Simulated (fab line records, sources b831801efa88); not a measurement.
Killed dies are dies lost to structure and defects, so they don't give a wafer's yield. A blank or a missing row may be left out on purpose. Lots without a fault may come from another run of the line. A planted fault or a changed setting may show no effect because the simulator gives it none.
Which tool did it? | flow sky130 | 12 lots, 36 wafers sampled, at 5 steps of a route of 708

WHAT THE GAUGES READ, wafer by wafer
SKY_LI_CONTACT_THK_MEAS_23: measures by xrf. Usual: LI_CONTACT_W_THK 414 nm, standard deviation 6.8.
lot  | measured     | on            | LI_CONTACT_W_THK (nm) | flag
L473 | day 30 14:56 | film_metro-04 | 405 409 415           |
L474 | day 30 15:15 | film_metro-01 | 402 401 407           |
L476 | day 30 22:45 | film_metro-03 | 409 413 412           |
L478 | day 31 08:47 | film_metro-03 | 419 412 414           |
L479 | day 32 01:43 | film_metro-01 | 408 400 404           |
L480 | day 32 04:49 | film_metro-03 | 417 426 418           |
L487 | day 34 05:36 | film_metro-04 | 414 414 419           |
L489 | day 34 16:31 | film_metro-01 | 407 420 414           |
L491 | day 35 08:57 | film_metro-04 | 425 420 422           |
L493 | day 36 18:52 | film_metro-01 | 402 409 411           |
L494 | day 36 20:02 | film_metro-03 | 413 415 411           |
L495 | day 36 22:35 | film_metro-04 | 415 411 413           |

SKY_LOCAL_INTERCONNECT_RS_MEAS_01: measures by four-point-probe. Usual: LOCAL_INTERCONNECT_TIN_RS 14.10 ohm/sq, standard deviation 0.18.
lot  | measured     | on            | LOCAL_INTERCONNECT_TIN_RS (ohm/sq) | flag
L473 | day 30 15:23 | film_metro-03 | 13.90 13.85 13.99                  |
L474 | day 30 15:41 | film_metro-02 | 14.53 14.31 14.33                  |
L476 | day 30 23:11 | film_metro-03 | 14.25 14.27 14.22                  |
L478 | day 31 09:14 | film_metro-02 | - - - - - -                        | OFF
L479 | day 32 02:08 | film_metro-02 | - - - - - -                        | OFF
L480 | day 32 05:14 | film_metro-02 | - - - - - -                        | OFF
L487 | day 34 06:20 | film_metro-02 | 14.10 14.12 14.26                  |
L489 | day 34 16:56 | film_metro-04 | 13.85 13.91 13.91                  |
L491 | day 35 09:23 | film_metro-03 | 13.98 14.18 14.10                  |
L493 | day 36 19:29 | film_metro-03 | 13.96 14.09 14.07                  |
L494 | day 36 20:28 | film_metro-02 | 13.99 13.97 13.97                  |
L495 | day 36 23:19 | film_metro-04 | 14.19 14.04 14.41                  |

WHICH TOOL RAN EACH LOT (tool, then ch and the chambers of the sampled wafers, then the start)
lot  | SKY_LI_CONTACT_STRIP_16              | SKY_LI_CONTACT_CMP_24         | SKY_LOCAL_INTERCONNECT_SPUTTER_00
L473 | plasma_asher-02 ch 0,1, day 30 14:14 | cmp-01 ch 1,2,3, day 30 15:03 | pvd_sputter-04, day 30 15:18
L474 | plasma_asher-01 ch 0,1, day 30 14:35 | cmp-01 ch 1,3, day 30 15:19   | pvd_sputter-01, day 30 15:37
L476 | plasma_asher-04 ch 0,1, day 30 22:05 | cmp-01 ch 0,2, day 30 22:49   | pvd_sputter-02, day 30 23:07
L478 | plasma_asher-02 ch 0,1, day 31 08:07 | cmp-02 ch 0,2, day 31 08:50   | pvd_sputter-01, day 31 09:08
L479 | plasma_asher-04 ch 0,1, day 32 01:02 | cmp-01 ch 0,2,3, day 32 01:52 | pvd_sputter-04, day 32 02:04
L480 | plasma_asher-02 ch 0,1, day 32 04:08 | cmp-01 ch 1,2,3, day 32 04:53 | pvd_sputter-01, day 32 05:11
L487 | plasma_asher-01 ch 0,1, day 34 04:55 | cmp-01 ch 1,3, day 34 05:59   | pvd_sputter-04, day 34 06:14
L489 | plasma_asher-04 ch 0,1, day 34 15:50 | cmp-01 ch 0,1,2, day 34 16:35 | pvd_sputter-01, day 34 16:53
L491 | plasma_asher-02 ch 0,1, day 35 08:14 | cmp-02 ch 0,2,3, day 35 09:01 | pvd_sputter-01, day 35 09:19
L493 | plasma_asher-04 ch 0, day 36 18:11   | cmp-02 ch 0,1, day 36 19:07   | pvd_sputter-01, day 36 19:25
L494 | plasma_asher-02 ch 0,1, day 36 19:20 | cmp-02 ch 1,2, day 36 20:05   | pvd_sputter-02, day 36 20:23
L495 | plasma_asher-04 ch 0,1, day 36 21:53 | cmp-02 ch 0,3, day 36 22:55   | pvd_sputter-01, day 36 23:13
- SKY_LI_CONTACT_STRIP_16: strips in O2/N2.
- SKY_LI_CONTACT_CMP_24: polishes, stops on PSG, t overpolish 20 s, target thk 0 nm.
- SKY_LOCAL_INTERCONNECT_SPUTTER_00: material TiN, target thk 100 nm, time 83.3 s.

WHAT THE TOOLS THEMSELVES READ (means of the sampled wafers that have a number; where no wafer has one, the mark that the record gives instead)
SKY_LI_CONTACT_STRIP_16. Usual: drypump_motor_current_A 5.7 A, standard deviation 0.31; oes_product_au 0.376 a.u., standard deviation 0.0051; strip_time_to_endpoint_s 3.49 s, standard deviation 0.033.
lot  | tool            | drypump_motor_current_A (A) | oes_product_au (a.u.) | strip_time_to_endpoint_s (s) | flag
L473 | plasma_asher-02 | 5.4                         | 0.375                 | 3.48                         |
L474 | plasma_asher-01 | 6.2                         | 0.368                 | 3.48                         |
L476 | plasma_asher-04 | 5.7                         | 0.377                 | 3.52                         |
L478 | plasma_asher-02 | 5.4                         | 0.374                 | 3.46                         |
L479 | plasma_asher-04 | 5.7                         | 0.370                 | 3.47                         |
L480 | plasma_asher-02 | 5.5                         | 0.376                 | 3.50                         |
L487 | plasma_asher-01 | 6.0                         | 0.377                 | 3.46                         |
L489 | plasma_asher-04 | 5.8                         | 0.379                 | 3.51                         |
L491 | plasma_asher-02 | 5.5                         | 0.372                 | 3.47                         |
L493 | plasma_asher-04 | 5.6                         | 0.376                 | 3.49                         |
L494 | plasma_asher-02 | 5.4                         | 0.375                 | 3.52                         |
L495 | plasma_asher-04 | 5.8                         | 0.374                 | 3.51                         |

SKY_LI_CONTACT_CMP_24. Usual: motor_current_A 11.1 A, standard deviation 1.2; overpolish_run_s 20.000 s, standard deviation 0.0092; time_to_endpoint_s 98 s, standard deviation 3.5.
lot  | tool   | motor_current_A (A) | overpolish_run_s (s) | time_to_endpoint_s (s) | flag
L473 | cmp-01 | 10.6                | 20.001               | 100                    |
L474 | cmp-01 | 10.0                | 19.999               | 99                     |
L476 | cmp-01 | 11.5                | 19.998               | 96                     |
L478 | cmp-02 | 10.7                | 20.002               | 96                     |
L479 | cmp-01 | 10.7                | 20.007               | 98                     |
L480 | cmp-01 | 10.5                | 20.001               | 97                     |
L487 | cmp-01 | 10.6                | 19.997               | 94                     |
L489 | cmp-01 | 11.8                | 19.994               | 99                     |
L491 | cmp-02 | 11.1                | 19.995               | 106                    |
L493 | cmp-02 | 11.1                | 20.005               | 98                     |
L494 | cmp-02 | 11.4                | 20.005               | 96                     |
L495 | cmp-02 | 11.0                | 20.005               | 99                     |

SKY_LOCAL_INTERCONNECT_SPUTTER_00. Usual: cathode_dc_power_W 6499.9 W, standard deviation 1.2; chamber_pressure_pa 0.3999 Pa, standard deviation 0.00082; throttle_valve_pct 29.7 %, standard deviation 1.5.
lot  | tool           | cathode_dc_power_W (W) | chamber_pressure_pa (Pa) | throttle_valve_pct (%) | flag
L473 | pvd_sputter-04 | 6499.4                 | 0.4002                   | 30.1                   |
L474 | pvd_sputter-01 | 6500.1                 | 0.3999                   | 29.0                   |
L476 | pvd_sputter-02 | 6499.0                 | 0.3991                   | 30.3                   |
L478 | pvd_sputter-01 | -                      | -                        | -                      | OFF
L479 | pvd_sputter-04 | -                      | -                        | -                      | OFF
L480 | pvd_sputter-01 | -                      | -                        | -                      | OFF
L487 | pvd_sputter-04 | 6501.3                 | 0.3997                   | 30.8                   |
L489 | pvd_sputter-01 | 6499.3                 | 0.3996                   | 29.8                   |
L491 | pvd_sputter-01 | 6500.3                 | 0.4006                   | 28.7                   |
L493 | pvd_sputter-01 | 6500.3                 | 0.3998                   | 30.0                   |
L494 | pvd_sputter-02 | 6499.1                 | 0.4000                   | 28.8                   |
L495 | pvd_sputter-01 | 6499.5                 | 0.3998                   | 29.9                   |

THE ANSWER, worked out from the rows above alone
Rule: a lot is off if the mean of its wafers that have a number lies more than 3 standard deviations from the usual mean. A lot without any number at a reading at which 4 lots or more have one is off too. The other lots that the step has rows for count as sound. The gauges are gone through in route order, then the tools' own readings, and for those a lot's mean is taken as printed above. The first step at which some lot is off is used, and at that step the reading that is off furthest; a lot without a number counts as furthest.
Off: L478, L479, L480, at SKY_LOCAL_INTERCONNECT_RS_MEAS_01 (LOCAL_INTERCONNECT_TIN_RS). Without a number there: L478, L479, L480.
A tool fits if, at a process step before that reading, it ran every lot that is off, and no sound lot after the first of them. The gauges at SKY_LOCAL_INTERCONNECT_RS_MEAS_01 aren't tried: what is off there is off at SKY_LOCAL_INTERCONNECT_SPUTTER_00 too, on other tools, and a gauge's error can't cause that. None of those tried fits.

WHAT THE SIMULATOR HAD PUT IN
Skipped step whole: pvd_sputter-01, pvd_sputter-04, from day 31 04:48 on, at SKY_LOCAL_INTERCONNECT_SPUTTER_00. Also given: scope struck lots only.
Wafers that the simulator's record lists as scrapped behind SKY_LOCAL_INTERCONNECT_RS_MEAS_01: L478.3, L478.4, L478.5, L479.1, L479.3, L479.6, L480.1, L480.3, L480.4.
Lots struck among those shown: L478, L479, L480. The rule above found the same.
